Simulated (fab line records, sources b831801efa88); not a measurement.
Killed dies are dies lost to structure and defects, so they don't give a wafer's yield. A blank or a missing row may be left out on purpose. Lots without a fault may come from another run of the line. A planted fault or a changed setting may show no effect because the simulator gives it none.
Chamber matching | flow gf180mcu | GF_V1_CMP_04 on cmp-01: 4 sister chambers
The step polishes SiO2. 7 wafers are shown with their chamber, then 8 later ones without.

WAFERS WITH THEIR CHAMBER
wafer  | chamber | motor_current_A (A) | time_to_endpoint_s (s)
L965.2 | 0       | 13.0                | 77
L967.2 | 1       | 11.5                | 78
L967.3 | 0       | 12.4                | 68
L977.1 | 3       | 12.5                | 94
L977.4 | 2       | 14.2                | 91
L977.6 | 3       | 12.8                | 95
L979.2 | 2       | 14.2                | 88

WAFERS WITHOUT THEIR CHAMBER
wafer  | motor_current_A (A) | time_to_endpoint_s (s)
L979.5 | 13.6                | 96
L979.6 | 11.7                | 93
L981.1 | 14.1                | 74
L981.3 | 11.1                | 80
L981.6 | 13.9                | 84
L983.3 | 12.0                | 74
L983.4 | 12.8                | 86
L983.5 | 14.1                | 87

WHICH CHAMBER EACH WENT THROUGH
wafer  | from the rows above     | in truth
L979.5 | can't be placed: 2 or 3 | 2
L979.6 | can't be placed: 3 or 1 | 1
L981.1 | can't be placed: 2 or 0 | 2
L981.3 | 1                       | 1
L981.6 | 2                       | 2
L983.3 | can't be placed: 1 or 0 | 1
L983.4 | can't be placed: 3 or 0 | 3
L983.5 | 2                       | 2
Placed correctly: 3 of 8. Can't be placed from these rows: 5 (the true chamber is among the candidates in 5). Placed wrongly: 0.
How it was worked out, from the rows above alone: a wafer's distance from a chamber is the root of the sum, over the readings, of the square of ((its reading less the chamber's mean) divided by the reading's scatter). The wafer belongs to the nearest chamber; if the next one is less than 2 further off, it can't be placed. A chamber's mean is the mean of its shown wafers. The scatter: the root of (the sum of the squares of (reading less its chamber's mean) over the shown wafers, divided by (wafers less chambers)).
